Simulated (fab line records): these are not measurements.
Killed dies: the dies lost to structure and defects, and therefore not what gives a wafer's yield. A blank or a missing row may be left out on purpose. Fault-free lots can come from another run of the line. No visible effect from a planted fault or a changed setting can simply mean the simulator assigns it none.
Comparing a struck lot with a sound one	flow sky130	38 out of 708 route steps
Sound: wafers L330.4, L330.5, L330.6. Wafers struck: L326.2, L326.4, L326.5. Last of all comes the cause.
For every step that has rows: the tool of each side, followed by ch and its chambers, followed by its first start. Under that, the readings that differ: sound wafers	struck wafers	difference of the means	sigmas: that difference in standard deviations of wafers without a fault.
alike: same words and numbers on both sides, and readings whose means sit less than 2 such deviations apart. not compared: any withheld reading, any reading some wafer has no value for, any bound like >300 that may hide the same value, and any number with overlapping values for which the record gives no deviation.
The two part at a step that has a row with sigmas, a row that says differs or no value, or rows on one side only. When numbers do not overlap yet have no deviation, they are printed without sigmas and do not part them. Lack of a reading on every wafer of one side parts them only where that side has two or more wafers.

first, 10 steps without rows for these wafers: SKY_LDD_HVP_HMDS_01 (prime time 60 s); SKY_LDD_HVP_COAT_02 (resist thk 300 nm); SKY_LDD_HVP_SOFTBAKE_03 (time 60 s); SKY_LDD_HVP_EXPOSE_04 (exposes mask HVPTM, target cd 700 nm); SKY_LDD_HVP_PEB_05; SKY_LDD_HVP_DEVELOP_06 (develop time 60 s); SKY_LDD_HVP_IMPLANT_08; SKY_LDD_HVP_STRIP_09 (strips in O2/N2); SKY_LDD_LDN_DEHYDRATE_00 (time 60 s); SKY_LDD_LDN_HMDS_01 (prime time 60 s).
SKY_LDD_LDN_COAT_02: resist thk 1140 nm.
  struck on litho_track-03, day 28 18:43; sound on litho_track-04 ch 0, day 29 04:19
  no value came back on the struck wafers for chill_plate_temp_C (C), dispense_pressure_kPa (kPa), exhaust_pa (Pa), spin_speed_rpm (rpm); on the sound wafers chill_plate_temp_C (C) reads 23.01 23.04 23.05
then, 4 steps without rows for these wafers: SKY_LDD_LDN_SOFTBAKE_03 (time 60 s); SKY_LDD_LDN_EXPOSE_04 (exposes mask LDNTM, target cd 700 nm); SKY_LDD_LDN_PEB_05; SKY_LDD_LDN_DEVELOP_06 (develop time 60 s).
SKY_LDD_LDN_OVL_MEAS_07:
  sound on overlay-01, day 29 18:16; struck on overlay-01, day 29 08:35
reading	sound	struck	difference	sigmas
LDD_LDN_OVL (nm)	-0.2 -0.3 -0.1	- - -	no value on the struck wafers	
then, 20 steps without rows for these wafers: SKY_LDD_LDN_IMPLANT_08; SKY_LDD_LDN_IMPLANT_09; SKY_LDD_LDN_IMPLANT_10; SKY_LDD_LDN_IMPLANT_11; SKY_LDD_LDN_STRIP_12 (strips in O2/N2); SKY_LDD_LDN_CLEAN_14 (cleans in SC1/SC2, time 150 s); SKY_SPACER_CVD_00 (deposits Si3N4 from DCS/NH3, target thk 43.1 nm, time 740 s); SKY_SPACER_ETCHBACK_02 (etches Si3N4 in CH3F/O2, stops on SiO2, time 46.7 s, target depth 45 nm); SKY_POLY_CUT_DEHYDRATE_00 (time 60 s); SKY_POLY_CUT_HMDS_01 (prime time 60 s); SKY_POLY_CUT_COAT_02 (resist thk 60 nm); SKY_POLY_CUT_COAT_03 (resist thk 450 nm); SKY_POLY_CUT_SOFTBAKE_04 (time 90 s); SKY_POLY_CUT_EXPOSE_05 (exposes mask NPCM, target cd 270 nm); SKY_POLY_CUT_PEB_06; SKY_POLY_CUT_DEVELOP_07 (develop time 60 s); SKY_POLY_CUT_ETCH_10 (etches BARC in N2/H2, stops on SiO2, time 45.9 s, target depth 60 nm); SKY_POLY_CUT_ETCH_11 (etches Si3N4 in CF4/CH2F2/Ar, stops on poly-Si, time 42.5 s, target depth 60 nm); SKY_POLY_CUT_STRIP_12 (strips in O2/N2); SKY_SD_P_DEHYDRATE_00 (time 60 s).
-- here the record skips 4 days between the struck wafers' starts before and after, leaving off in module SD_P and picking up in module RES_XHIGH (first step shown: number 341 of the route) --
SKY_RES_XHIGH_TW_MEAS_09:
  sound on film_metro-04, day 33 07:58; struck on film_metro-04, day 32 23:04
reading	sound	struck	difference	sigmas
RES_XHIGH_TW	1687 1675 1678	1956 1960 1956	+277	+10
-- here the record skips 17 days between the struck wafers' starts before and after, leaving off in module RES_XHIGH and picking up in module PAD_OPEN (first step shown: number 708 of the route) --
SKY_PAD_OPEN_PROBE_99:
  sound on prober-01, day 50 09:26; struck on prober-01, day 50 03:01
reading	sound	struck	difference	sigmas
killed_at_front_end	18 17 16	421 413 409	+397	+90
killed_dies	84 90 96	492 492 492	+402	+41
killed_on_rim	16 17 25	96 96 96	+77	+21
model.etest.pfet_01v8.r_on_ohm_um	2862 2824 2867	8926 8690 9802	+6288	
model.etest.tip_p_5v.rs_ohm_sq	2919 2886 2912	7437 7512 7266	+4499	
model.etest.tip_n_5v.rs_ohm_sq	1381 1388 1389	1007 999.6 1019	-377	
model.etest.pfet_g5v0d10v5.r_on_ohm_um	4836 4867 4858	4978 4911 4964	+97	
model.etest.pfet_01v8.drive_ua_um	197.7 201.1 195.4	59.37 61.16 54.78	-139.63	
model.etest.pfet_01v8_hvt.drive_ua_um	147.5 149.8 146.8	37.97 39.25 34.44	-110.81	
model.etest.tip_p_5v.rs_ohm_sq_range	96.7 61.53 68.45	198.8 157.5 146.1	+91.9	
model.etest.sram_pfet_latch.drive_ua_um	148.9 152.5 142.8	38.92 39.97 36.72	-109.53	
  alike: killed_at_M0_to_M3, killed_at_M4_up, killed_at_contacts, killed_at_other, killed_open, killed_short

WHERE THEY PART
First at SKY_LDD_LDN_COAT_02; last, within this record, at SKY_PAD_OPEN_PROBE_99.

WHY: what had been put in by the simulator
Skipped step whole: litho_track-03, from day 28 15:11 on, at SKY_LDD_LDN_COAT_02. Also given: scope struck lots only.
